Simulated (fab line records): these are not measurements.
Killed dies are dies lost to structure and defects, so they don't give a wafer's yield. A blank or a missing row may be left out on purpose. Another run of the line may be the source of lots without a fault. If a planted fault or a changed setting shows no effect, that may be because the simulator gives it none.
Code-filled problem report in 8D (eight disciplines) form | flow sky130 | the parts of the form that need people (team, actions taken, sign-off) are left out

1. THE ISSUE
Mean of dose ions cm2 at SKY_GATE_OXIDE_IMPLANT_11: 2.7e+12 across 6 wafers in 2 lots; on wafers with no fault it is 2.6e+12 (standard deviation 2.8e+09). Relative to the usual mean, that is a shift of +42 standard deviations.
First seen on wafer L556.1, day 17 05:17, on implanter-03. Wafers with a number at this step in the record: 18, from 6 lots. Rule for "out", or "out of limits": more than 4 standard deviations from the usual mean. All remaining wafers that have a number are taken as sound.

2. WHAT IT IS, AND WHAT IT ISN'T
question                    | is                     | is not
which readings at this step | dose ions cm2          | -
which lots                  | L556, L557             | L547, L566, L568, L569
which wafers of those lots  | all that have a number | -
read on which tools         | implanter-03           | implanter-01, implanter-04
when                        | from day 17 05:17      | up to then (3 sound wafers); but 9 sound wafers of L566, L568, L569 came after

3. THE SUSPECTS, EACH WITH WHAT RULES IT OUT
Counting: a tool at any process step up to the reading remains a suspect when it ran all the lots that are out and ran no sound lot after the first of those.
- implanter-03 at SKY_GATE_OXIDE_IMPLANT_11: ruled out as a lasting fault. The sound lots L568, L569 went through it after L556, its earliest lot that is out (day 17 05:17).
Left after counting: nothing in the record.

4. THE CAUSE (what the simulator had put in)
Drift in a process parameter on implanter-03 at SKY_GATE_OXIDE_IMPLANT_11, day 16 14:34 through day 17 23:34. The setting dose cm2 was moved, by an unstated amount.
Counting ruled it out, wrongly.

5. THE EFFECT CHAIN, in route order
Each row: a reading where the mean over the struck wafers with a number is more than 3 standard deviations away from the usual. Readings are gone through only where the record gives a usual standard deviation; hours: the median, over the lots, of the time from a lot's start at the first step in this table giving one to that lot's start at this step; sigmas: the change measured in usual standard deviations.
hours | step                      | reading       | usual   | on struck wafers | change   | sigmas
0     | SKY_GATE_OXIDE_IMPLANT_11 | dose ions cm2 | 2.6e+12 | 2.7e+12          | +1.2e+11 | +42
Here are the process steps it includes:
- SKY_GATE_OXIDE_IMPLANT_11

6. HOW IT WOULD HAVE BEEN CAUGHT EARLIER
First out-of-limits reading in this record: day 17 05:17, which is 15 hours after fault onset at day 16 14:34.
